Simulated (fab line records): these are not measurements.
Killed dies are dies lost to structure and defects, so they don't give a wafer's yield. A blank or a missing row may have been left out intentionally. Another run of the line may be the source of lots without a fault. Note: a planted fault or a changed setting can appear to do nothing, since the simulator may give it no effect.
Chamber matching ; flow sky130 ; SKY_CONTACT_CMP_27 on cmp-02 has 4 sister chambers
The step polishes, stops on SiO2, t overpolish 15 s, target thk 0 nm. 32 wafers are shown with their chamber, then 12 later ones without.

## WAFERS, EACH WITH ITS CHAMBER
wafer;chamber;motor_current_A (A);overpolish_run_s (s);time_to_endpoint_s (s)
L074.1;0;10.1;14.983;84
L074.2;2;9.5;14.997;85
L074.4;3;10.5;15.000;83
L078.2;1;10.4;14.987;85
L078.3;2;9.5;14.987;84
L078.4;3;10.0;15.002;81
L079.3;1;10.7;15.001;85
L079.4;0;10.6;14.996;91
L079.5;3;10.1;15.006;85
L080.1;3;10.2;15.023;90
L080.4;1;10.0;15.003;90
L080.5;2;9.2;15.006;86
L081.1;1;10.6;14.997;84
L081.2;3;10.1;15.009;86
L081.3;2;9.9;14.998;86
L082.2;3;10.3;14.989;87
L082.4;1;10.4;14.995;84
L082.6;0;10.4;14.990;88
L083.1;0;10.8;14.986;87
L083.3;2;9.1;14.999;83
L083.5;3;10.3;14.995;83
L085.1;2;9.2;14.989;86
L085.3;3;10.0;14.996;84
L085.5;1;10.5;15.005;87
L087.2;1;10.7;14.991;89
L087.3;3;9.6;15.015;84
L087.5;1;10.6;15.015;84
L088.1;3;10.0;14.994;88
L088.4;2;9.4;15.005;86
L088.6;2;9.6;15.000;86
L089.1;0;10.9;14.998;85
L089.3;2;9.3;15.001;84

SIGNATURES (means of the wafers above)
reading;chamber 0;chamber 1;chamber 2;chamber 3;scatter within a chamber
motor_current_A;10.560;10.488;9.411;10.110;0.253
overpolish_run_s;14.99060;14.99925;14.99800;15.00290;0.0085
time_to_endpoint_s;87.00;86.00;85.11;85.10;2.28
Rule: for each reading, subtract the chamber's mean from the wafer's reading, divide by that reading's scatter and square the result; add these up over the readings and take the root, which gives the wafer's distance from the chamber. If the next closest chamber is less than 2 further off than the closest, the wafer can't be placed; otherwise it belongs to the closest. The scatter is the square root of a quotient: the sum, over the shown wafers, of each reading's squared deviation from its chamber's mean, divided by wafers minus chambers.

## WAFERS MISSING THEIR CHAMBER
wafer;motor_current_A (A);overpolish_run_s (s);time_to_endpoint_s (s)
L089.6;10.5;15.019;84
L090.2;10.3;14.998;88
L090.4;9.5;15.005;89
L092.1;10.6;14.996;90
L092.2;10.8;15.002;82
L092.3;9.5;15.010;83
L094.2;10.7;14.996;84
L094.5;10.3;15.016;83
L094.6;9.7;15.001;79
L095.1;9.1;15.009;84
L095.3;10.1;15.006;85
L095.4;10.6;14.996;85

## WHICH CHAMBER EACH WENT THROUGH
wafer;from the rows above;in truth
L089.6;can't be placed: 1 or 3 or 0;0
L090.2;can't be placed: 1 or 0 or 3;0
L090.4;can't be placed: 2 or 3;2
L092.1;can't be placed: 0 or 1 or 3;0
L092.2;can't be placed: 1 or 0 or 3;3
L092.3;can't be placed: 2 or 3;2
L094.2;can't be placed: 1 or 0 or 3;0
L094.5;can't be placed: 3 or 1 or 0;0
L094.6;can't be placed: 2 or 3 or 1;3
L095.1;2;2
L095.3;can't be placed: 3 or 1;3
L095.4;can't be placed: 1 or 0 or 3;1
1 of 12 placed correctly. From these rows, 11 cannot be placed; in 11 the true chamber is one of the candidates. Placed wrongly: 0.
